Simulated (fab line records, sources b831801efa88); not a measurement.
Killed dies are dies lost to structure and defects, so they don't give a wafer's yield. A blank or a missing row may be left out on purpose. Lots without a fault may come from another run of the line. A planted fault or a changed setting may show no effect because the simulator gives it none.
Chamber matching | flow sky130 | SKY_VIA2_CMP_02 on cmp-01: 4 sister chambers
The step polishes SiO2. 14 wafers are shown with their chamber, then 7 later ones without.

WAFERS WITH THEIR CHAMBER
wafer  | chamber | motor_current_A (A) | head_pressure_psi (psi) | slurry_flow_ml_min
L199.1 | 1       | 11.8                | 3.989                   | 150.0
L199.2 | 0       | 13.2                | 4.014                   | 150.1
L199.5 | 2       | 12.2                | 4.023                   | 150.2
L200.2 | 3       | 9.6                 | 3.988                   | 149.8
L200.3 | 1       | 11.6                | 3.990                   | 149.7
L200.4 | 2       | 12.9                | 3.977                   | 150.9
L202.2 | 1       | 12.0                | 4.000                   | 149.8
L202.3 | 0       | 13.5                | 4.001                   | 149.8
L202.5 | 2       | 13.2                | 3.994                   | 148.8
L210.1 | 3       | 9.4                 | 3.991                   | 150.2
L210.4 | 1       | 11.3                | 4.004                   | 149.1
L210.6 | 0       | 13.4                | 3.985                   | 150.0
L213.2 | 2       | 12.5                | 4.001                   | 150.2
L213.3 | 1       | 11.2                | 4.014                   | 149.9

SIGNATURES (means of the wafers above)
reading            | chamber 0 | chamber 1 | chamber 2 | chamber 3 | scatter within a chamber
motor_current_A    | 13.367    | 11.580    | 12.700    | 9.500     | 0.331
head_pressure_psi  | 4.00000   | 3.99940   | 3.99875   | 3.98950   | 0.014
slurry_flow_ml_min | 149.967   | 149.700   | 150.025   | 150.000   | 0.544
Rule: a wafer's distance from a chamber is the root of the sum, over the readings, of the square of ((its reading less the chamber's mean) divided by the reading's scatter). The wafer belongs to the nearest chamber; if the next one is less than 2 further off, it can't be placed. The scatter: the root of (the sum of the squares of (reading less its chamber's mean) over the shown wafers, divided by (wafers less chambers)).

WAFERS WITHOUT THEIR CHAMBER
wafer  | motor_current_A (A) | head_pressure_psi (psi) | slurry_flow_ml_min
L213.4 | 13.0                | 4.011                   | 150.5
L217.1 | 11.1                | 4.001                   | 149.8
L217.2 | 9.3                 | 4.016                   | 150.4
L217.4 | 13.5                | 4.001                   | 150.6
L221.1 | 13.1                | 3.996                   | 149.7
L221.5 | 9.6                 | 3.996                   | 150.3
L221.6 | 13.4                | 3.998                   | 149.9

WHICH CHAMBER EACH WENT THROUGH
wafer  | from the rows above     | in truth
L213.4 | can't be placed: 2 or 0 | 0
L217.1 | 1                       | 1
L217.2 | 3                       | 3
L217.4 | can't be placed: 0 or 2 | 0
L221.1 | can't be placed: 0 or 2 | 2
L221.5 | 3                       | 3
L221.6 | can't be placed: 0 or 2 | 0
Placed correctly: 3 of 7. Can't be placed from these rows: 4 (the true chamber is among the candidates in 4). Placed wrongly: 0.
